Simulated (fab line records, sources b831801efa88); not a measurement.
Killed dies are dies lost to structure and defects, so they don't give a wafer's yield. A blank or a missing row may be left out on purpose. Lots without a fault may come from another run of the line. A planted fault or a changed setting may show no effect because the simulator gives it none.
Chamber matching | flow gf180mcu | GF_V3_CMP_04 on cmp-02: 4 sister chambers
The step polishes SiO2. 20 wafers are shown with their chamber, then 10 later ones without.

WAFERS WITH THEIR CHAMBER
wafer  | chamber | motor_current_A (A) | retaining_ring_pressure_frac | time_to_endpoint_s (s)
L894.2 | 0       | 10.5                | 0.996                        | 80
L894.3 | 3       | 12.2                | 0.996                        | 83
L894.6 | 3       | 12.5                | 1.001                        | 88
L895.3 | 2       | 11.8                | 0.996                        | 90
L895.4 | 3       | 12.6                | 1.006                        | 87
L895.6 | 0       | 11.1                | 1.001                        | 90
L896.2 | 2       | 11.8                | 1.002                        | 85
L896.3 | 1       | 10.5                | 1.005                        | 84
L896.5 | 2       | 11.7                | 0.990                        | 98
L900.2 | 2       | 11.8                | 0.999                        | 88
L900.5 | 0       | 11.0                | 0.999                        | 85
L900.6 | 3       | 13.0                | 0.999                        | 85
L904.1 | 0       | 10.7                | 1.010                        | 87
L904.4 | 3       | 12.8                | 0.996                        | 87
L904.5 | 1       | 10.0                | 1.001                        | 94
L908.2 | 2       | 12.6                | 0.995                        | 93
L908.3 | 3       | 12.8                | 0.996                        | 80
L908.5 | 1       | 9.9                 | 1.008                        | 87
L910.1 | 3       | 13.2                | 1.003                        | 83
L910.3 | 1       | 10.2                | 0.998                        | 76

SIGNATURES (means of the wafers above)
reading                      | chamber 0 | chamber 1 | chamber 2 | chamber 3 | scatter within a chamber
motor_current_A              | 10.825    | 10.150    | 11.940    | 12.729    | 0.321
retaining_ring_pressure_frac | 1.00150   | 1.00300   | 0.99640   | 0.99957   | 0.00462
time_to_endpoint_s           | 85.50     | 85.25     | 90.80     | 84.71     | 4.8
Rule: a wafer's distance from a chamber is the root of the sum, over the readings, of the square of ((its reading less the chamber's mean) divided by the reading's scatter). The wafer belongs to the nearest chamber; if the next one is less than 2 further off, it can't be placed. The scatter: the root of (the sum of the squares of (reading less its chamber's mean) over the shown wafers, divided by (wafers less chambers)).

WAFERS WITHOUT THEIR CHAMBER
wafer  | motor_current_A (A) | retaining_ring_pressure_frac | time_to_endpoint_s (s)
L910.5 | 11.1                | 0.996                        | 76
L912.1 | 10.6                | 0.999                        | 75
L912.2 | 10.4                | 0.998                        | 79
L912.6 | 12.2                | 1.002                        | 76
L913.1 | 10.2                | 0.993                        | 81
L913.3 | 11.5                | 1.009                        | 91
L913.6 | 11.3                | 1.007                        | 85
L914.1 | 11.7                | 0.997                        | 90
L914.2 | 12.5                | 0.996                        | 78
L914.4 | 11.3                | 0.992                        | 86

WHICH CHAMBER EACH WENT THROUGH
wafer  | from the rows above               | in truth
L910.5 | can't be placed: 0 or 1 or 2      | 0
L912.1 | can't be placed: 0 or 1           | 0
L912.2 | can't be placed: 1 or 0           | 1
L912.6 | can't be placed: 3 or 2           | 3
L913.1 | can't be placed: 1 or 0           | 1
L913.3 | can't be placed: 0 or 2 or 3 or 1 | 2
L913.6 | can't be placed: 0 or 2 or 1      | 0
L914.1 | 2                                 | 2
L914.2 | can't be placed: 3 or 2           | 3
L914.4 | can't be placed: 2 or 0 or 1      | 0
Placed correctly: 1 of 10. Can't be placed from these rows: 9 (the true chamber is among the candidates in 9). Placed wrongly: 0.
